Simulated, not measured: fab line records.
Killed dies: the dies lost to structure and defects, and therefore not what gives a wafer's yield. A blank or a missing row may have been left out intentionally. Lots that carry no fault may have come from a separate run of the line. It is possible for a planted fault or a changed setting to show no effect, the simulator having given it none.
fab line records	flow gf180mcu	part 2 of 2: steps 29 to 39 of 39
record: lots: 5	wafers: 15	last-day: 32
route steps=602 shown HV_LDD@227 NSD@235 PSD@248 SAB@264
lots with no fault: from the same line, run without faults
start-h: start of the lot's first displayed wafer, in hours after the record's first day	wait-h: hours elapsed since this lot's preceding step	" same as the row above	L1.1+2: several wafers, shown together as one row	- value missing, or start not given	* or withheld: withheld	< > ~ a bound
route shown NAME@n: NAME is a module with steps in the file, n the number in the route of the first one	usual: mean/standard deviation taken from wafers without a fault	same: alike in all rows	chamber/n: place in a boat	sites: the reading at each site	_std_site: their standard deviation	_edge_site: inner sites' mean taken away from outer sites' mean	radius-mm: for every site, how far away it sits from the centre of the wafer	mask NAME#n: copy n	behind: the last tool/chamber to shape the wafer	hold: why the lot was held/for how many hours/how that ended	device: transistor that didn't switch, given as n, p or np	end of line: the same wafers' tests at the end of the route	step lacking rows: just its recipe	killed: dies that structure and defects cost at the first sort, which is not the same as the wafer's yield	map: per-die view of a wafer (x killed, . not killed, _ where there is no die)
set.NAME: the setting as run; set.NAME@STEP: as run at that earlier step	model.NAME: the simulator's own value behind a step, which no gauge read
certain route steps with their lots: each step a table, each wafer a row
services: when a tool's chamber went out of use (start-h, in hours from the record's first day, below 0 if earlier), for how many hours, and the reason
== steps ==
step: GF_PSD_CD_MEAS_07
recipe: target-cd-nm: 400
usual: cd-nm: 400.9/2.2
lot.wafer	tool	chamber	start-h	wait-h	cd-nm
L078.1	cd-sem-01	-	353.89	0.1	398.0
L078.2	"	-	"	"	397.2
L078.6	"	-	"	"	396.3
L083.2	cd-sem-02	-	389.29	0.1	403.8
L083.3	"	-	"	"	404.6
L083.5	"	-	"	"	402.8
L085.2	cd-sem-01	-	408.36	0.1	405.1
L085.4	"	-	"	"	404.6
L085.5	"	-	"	"	404.6
L086.2	cd-sem-01	-	414.34	0.1	403.2
L086.3	"	-	"	"	402.5
L086.5	"	-	"	"	403.6
L088.1	cd-sem-01	-	437.88	0.2	403.1
L088.3	"	-	"	"	403.6
L088.6	"	-	"	"	402.6
step: GF_PSD_OVL_MEAS_08
usual: PSD_OVL: 0.0/1.5
lot.wafer	tool	chamber	start-h	wait-h	PSD_OVL[nm]
L078.1	overlay-01	-	354.01	0.1	-2.8
L078.2	"	-	"	"	-1.0
L078.6	"	-	"	"	-1.7
L083.2	overlay-02	-	389.40	0.1	-1.4
L083.3	"	-	"	"	-1.3
L083.5	"	-	"	"	-0.2
L085.2	overlay-01	-	408.46	0.1	-1.7
L085.4	"	-	"	"	-0.2
L085.5	"	-	"	"	-1.1
L086.2	overlay-01	-	414.45	0.1	1.5
L086.3	"	-	"	"	2.3
L086.5	"	-	"	"	2.4
L088.1	overlay-02	-	438.00	0.1	0.2
L088.3	"	-	"	"	1.2
L088.6	"	-	"	"	-0.9
step: GF_PSD_IMPLANT_09
recipe: species: BF2	energy-kev: 40	dose-cm2: 1.5e+15	tilt-deg: 7
lot.wafer	tool	chamber	start-h	wait-h
L078.1+2+6	implanter-02	0	354.04	0.0
L083.2+3+5	implanter-04	0	389.46	0.0
L085.2+4+5	implanter-02	0	408.52	0.0
L086.2+3+5	implanter-01	0	414.51	0.0
L088.1+3+6	implanter-02	0	438.04	0.0
step: GF_PSD_STRIP_10
recipe: chemistry: O2/N2	power-w: 1400	pressure-mtorr: 1500	platen-temp-c: 250	o2-flow-sccm: 3000	n2-flow-sccm: 300	overash-fraction: 0.5
usual: drypump-motor-current-A: 6.1/0.39	heater-power-w: 367/31	oes-product-au: 0.592/0.0043	strip-time-to-endpoint-s: 16.515/0.028
lot.wafer	tool	chamber	start-h	wait-h	drypump-motor-current-A	heater-power-w	oes-product-au	rf-hours-counter-h	strip-time-to-endpoint-s
L078.1	plasma-asher-02	1	354.19	0.1	5.8	412	0.586	70	16.533
L078.2	"	0	"	"	5.6	396	0.589	70	16.495
L078.6	"	0	"	"	5.6	395	0.597	-	16.474
L083.2	plasma-asher-04	1	389.58	0.1	6.6	351	0.591	69	16.537
L083.3	"	1	"	"	6.6	343	0.596	-	16.561
L083.5	"	0	"	"	6.3	349	0.589	-	16.551
L085.2	plasma-asher-04	0	408.64	0.1	6.3	352	0.593	71	16.511
L085.4	"	0	"	"	6.3	345	0.593	-	16.551
L085.5	"	0	"	"	6.3	348	0.588	-	16.537
L086.2	plasma-asher-01	0	414.63	0.1	6.6	335	0.590	32	16.486
L086.3	"	0	"	"	6.6	332	0.592	-	16.491
L086.5	"	1	"	"	6.2	337	0.596	-	16.500
L088.1	plasma-asher-02	0	438.19	0.1	5.6	383	0.588	79	16.526
L088.3	"	1	"	"	5.8	406	0.589	-	16.531
L088.6	"	1	"	"	5.8	409	0.587	-	16.529
step: GF_PSD_TW_MEAS_11
usual: PSD_TW: 3168/29
lot.wafer	tool	chamber	start-h	wait-h	PSD_TW
L078.1	film-metro-02	-	354.29	0.1	3184
L078.2	"	-	"	"	3185
L078.6	"	-	"	"	3172
L083.2	film-metro-03	-	389.69	0.1	3187
L083.3	"	-	"	"	3218
L083.5	"	-	"	"	3207
L085.2	film-metro-04	-	408.75	0.1	3123
L085.4	"	-	"	"	3130
L085.5	"	-	"	"	3121
L086.2	film-metro-04	-	414.74	0.1	3133
L086.3	"	-	"	"	3115
L086.5	"	-	"	"	3122
L088.1	film-metro-04	-	438.29	0.1	3135
L088.3	"	-	"	"	3135
L088.6	"	-	"	"	3147
step: GF_PSD_CLEAN_12
recipe: chemistry: SC1/SC2	mix: 1:4:20	temp-c: 70	time-s: 150	dry: n2-spin
lot.wafer	tool	chamber	start-h	wait-h
L078.1+2+6	wet-bench-03	3	354.35	0.1
L083.2+3+5	wet-bench-03	0	389.74	0.0
L085.2+4+5	wet-bench-04	1	408.80	0.0
L086.2+3+5	wet-bench-04	2	414.79	0.0
L088.1+3+6	wet-bench-04	0	438.35	0.1
step: GF_PSD_RTA_13
recipe: temp-c: 1025	time-s: 20	ambient: N2
usual: wafer_temp_C_max: 1028.4/0.9
same: lamp-power-pct: 28
lot.wafer	tool	chamber	start-h	wait-h	wafer_temp_C_max
L078.1	rtp-anneal-02	0	354.40	0.0	1027.6
L078.2	"	0	"	"	1028.1
L078.6	"	0	"	"	1028.3
L083.2	rtp-anneal-02	0	389.80	0.0	1027.1
L083.3	"	0	"	"	1027.8
L083.5	"	0	"	"	1029.3
L085.2	rtp-anneal-02	0	408.87	0.0	1027.1
L085.4	"	0	"	"	1028.5
L085.5	"	0	"	"	1028.7
L086.2	rtp-anneal-02	0	414.85	0.0	1029.1
L086.3	"	0	"	"	1028.5
L086.5	"	0	"	"	1027.6
L088.1	rtp-anneal-02	0	438.40	0.0	1027.4
L088.3	"	0	"	"	1027.3
L088.6	"	0	"	"	1027.6
step: GF_PSD_RS_MEAS_14
recipe: thk-meas-gauge: four-point-probe
usual: NSD_RS: 46.14/0.098
lot.wafer	tool	chamber	start-h	wait-h	NSD_RS[ohm/sq]
L078.1	film-metro-04	-	354.49	0.1	46.15
L078.2	"	-	"	"	46.23
L078.6	"	-	"	"	46.09
L083.2	film-metro-04	-	389.89	0.1	46.10
L083.3	"	-	"	"	46.22
L083.5	"	-	"	"	46.13
L085.2	film-metro-02	-	408.96	0.1	46.12
L085.4	"	-	"	"	46.19
L085.5	"	-	"	"	46.08
L086.2	film-metro-03	-	414.94	0.1	46.04
L086.3	"	-	"	"	46.19
L086.5	"	-	"	"	46.25
L088.1	film-metro-02	-	438.48	0.1	46.26
L088.3	"	-	"	"	46.16
L088.6	"	-	"	"	46.22
step: GF_PSD_RS_MEAS_15
recipe: thk-meas-gauge: four-point-probe
usual: PSD_RS: 108.6/0.32
lot.wafer	tool	chamber	start-h	wait-h	PSD_RS[ohm/sq]
L078.1	film-metro-04	-	354.61	0.1	108.4
L078.2	"	-	"	"	108.6
L078.6	"	-	"	"	108.5
L083.2	film-metro-04	-	390.01	0.1	108.7
L083.3	"	-	"	"	108.2
L083.5	"	-	"	"	108.4
L085.2	film-metro-02	-	409.08	0.1	108.4
L085.4	"	-	"	"	108.3
L085.5	"	-	"	"	107.6
L086.2	film-metro-03	-	415.06	0.1	108.1
L086.3	"	-	"	"	108.6
L086.5	"	-	"	"	108.4
L088.1	film-metro-02	-	438.60	0.1	108.7
L088.3	"	-	"	"	108.8
L088.6	"	-	"	"	108.8
step: GF_SAB_CVD_00
recipe: material: SiO2	target-thk-nm: 50	precursor: TEOS	temp-c: 400	time-s: 4.9302	rf-w: 600
usual: heater-power-w: 715/97	susceptor-temp-C: 399.97/0.24
lot.wafer	tool	chamber	start-h	wait-h	heater-power-w	susceptor-temp-C
L078.1	pecvd-02	2	354.73	0.1	602	399.83
L078.2	"	1	"	"	584	400.00
L078.6	"	2	"	"	612	399.73
L083.2	pecvd-02	0	390.11	0.1	786	400.21
L083.3	"	1	"	"	619	399.75
L083.5	"	2	"	"	612	399.93
L085.2	pecvd-02	1	409.18	0.1	611	400.31
L085.4	"	1	"	"	622	400.16
L085.5	"	0	"	"	821	399.87
L086.2	pecvd-02	2	415.16	0.1	610	400.33
L086.3	"	0	"	"	761	400.41
L086.5	"	0	"	"	777	400.60
L088.1	pecvd-03	0	438.72	0.1	722	399.48
L088.3	"	2	"	"	663	399.85
L088.6	"	1	"	"	752	399.68
step: GF_SAB_THK_MEAS_01
recipe: reads: SiO2_of_SAB_CVD_00
usual: SAB_CVD_00_THK: 50.2/0.58
lot.wafer	tool	chamber	start-h	wait-h	SAB_CVD_00_THK[nm]
L078.1	film-metro-04	-	354.76	0.0	50.1
L078.2	"	-	"	"	49.8
L078.6	"	-	"	"	50.3
L083.2	film-metro-02	-	390.14	0.0	50.0
L083.3	"	-	"	"	50.0
L083.5	"	-	"	"	50.5
L085.2	film-metro-02	-	409.21	0.0	49.7
L085.4	"	-	"	"	49.8
L085.5	"	-	"	"	50.3
L086.2	film-metro-04	-	415.19	0.0	50.7
L086.3	"	-	"	"	49.0
L086.5	"	-	"	"	50.1
L088.1	film-metro-01	-	438.74	0.0	50.5
L088.3	"	-	"	"	50.5
L088.6	"	-	"	"	51.2
== services ==
tool	chamber	start-h	hours	kind
iline-stepper-02	-	284.93	4.4	pm
rie-diel-03	-	291.18	0.9	repair
plasma-asher-02	-	293.05	14.6	pm
implanter-01	-	314.71	4.8	pm
rie-diel-03	-	317.37	2.8	pm
implanter-01	-	321.92	1.0	repair
pecvd-02	0	323.48	4.0	repair
plasma-asher-01	-	326.38	4.5	repair
rie-diel-01	3	330.39	3.7	repair
rtp-anneal-02	-	341.88	4.1	pm
pecvd-02	0	343.15	21.4	repair
implanter-01	-	355.24	1.8	repair
rie-diel-03	-	355.62	0.2	repair
rie-diel-03	-	355.66	0.8	repair
rie-diel-01	0	370.01	12.9	repair
implanter-01	-	370.01	1.4	repair
pecvd-03	2	375.54	16.7	repair
lpcvd-01	-	386.50	14.6	pm
pecvd-03	0	391.60	3.3	repair
rie-diel-01	-	401.08	1.0	repair
pecvd-02	-	407.64	0.5	repair
pecvd-02	0	421.01	6.7	repair
plasma-asher-04	-	421.25	9.0	pm
rie-diel-03	2	434.39	5.9	repair
